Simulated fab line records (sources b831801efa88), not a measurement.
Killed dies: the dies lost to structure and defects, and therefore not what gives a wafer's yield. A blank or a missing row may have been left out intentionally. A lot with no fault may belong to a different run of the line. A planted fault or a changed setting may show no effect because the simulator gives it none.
What tool caused it? ; flow gf180mcu ; Sampling: 6 lots, 17 wafers, 4 of 602 route steps

WHAT EACH GAUGE READ, for each wafer
GF_VT_IMPLANT_TW_MEAS_43.
lot;measured;on;VT_IMPLANT_4_TW
L572;day 8 20:38;film-metro-02;688 690 693
L576;day 9 21:57;film-metro-04;696 701 700
L579;day 10 17:07;film-metro-04;696 694 695
L581;day 11 06:37;film-metro-02;669 691 663
L587;day 12 20:59;film-metro-02;668 684
L589;day 13 13:29;film-metro-02;693 692 694

EACH LOT AND THE TOOL THAT RAN IT (in order: tool; ch and the chambers of the sampled wafers; start)
lot;GF_NWELL_STRIP_10;GF_LVPWELL_STRIP_10;GF_VT_IMPLANT_IMPLANT_41
L572;plasma-asher-02 ch 0,1, day 4 09:32;plasma-asher-03 ch 0,1, day 4 23:59;implanter-04 ch 0, day 8 20:25
L576;plasma-asher-02 ch 0,1, day 5 05:41;plasma-asher-03 ch 0,1, day 5 20:20;implanter-01 ch 0, day 9 21:42
L579;plasma-asher-01 ch 0,1, day 5 20:35;plasma-asher-02 ch 0,1, day 6 12:27;implanter-01 ch 0, day 10 16:55
L581;plasma-asher-02 ch 0,1, day 6 07:41;plasma-asher-03 ch 0,1, day 6 22:56;implanter-01 ch 0, day 11 06:22
L587;plasma-asher-02 ch 0,1, day 7 16:27;plasma-asher-04 ch 0,1, day 8 09:25;implanter-01 ch 0, day 12 20:46
L589;plasma-asher-03 ch 0,1, day 8 05:41;plasma-asher-02 ch 0, day 8 23:02;implanter-02 ch 0, day 13 13:15
- GF_NWELL_STRIP_10: strips in O2/N2.
- GF_LVPWELL_STRIP_10: strips in O2/N2.
- GF_VT_IMPLANT_IMPLANT_41

THE ANSWER, worked out from the rows above alone
Rule: usual is defined by the lots themselves. Put in order of their means at a reading, lots are off if they are a third of the lots or fewer, leave a main group of 4 or more, and stand apart from it by a gap of 3 or more times the standard deviation of the main group's means; of several such gaps the widest counts. If all means in a main group match to the digits the tables above print for the reading, that group is not used. A lot without any number at a reading at which 4 lots or more have one is off too. Any other lot the step has rows for is counted as sound.
Off: at GF_VT_IMPLANT_TW_MEAS_43 (VT_IMPLANT_4_TW), L581, L587. The main group has a mean of 694 with a standard deviation of 3.2.
If a tool, at a process step before that reading, ran all the lots that are off and no sound lot after the first of them, it fits. Those tools and the gauges at GF_VT_IMPLANT_TW_MEAS_43 are tried in the same way. Undecided on this evidence; 2 tools fit (plasma-asher-02 at GF_NWELL_STRIP_10, implanter-01 at GF_VT_IMPLANT_IMPLANT_41).

WHAT THE SIMULATOR HAD INSERTED
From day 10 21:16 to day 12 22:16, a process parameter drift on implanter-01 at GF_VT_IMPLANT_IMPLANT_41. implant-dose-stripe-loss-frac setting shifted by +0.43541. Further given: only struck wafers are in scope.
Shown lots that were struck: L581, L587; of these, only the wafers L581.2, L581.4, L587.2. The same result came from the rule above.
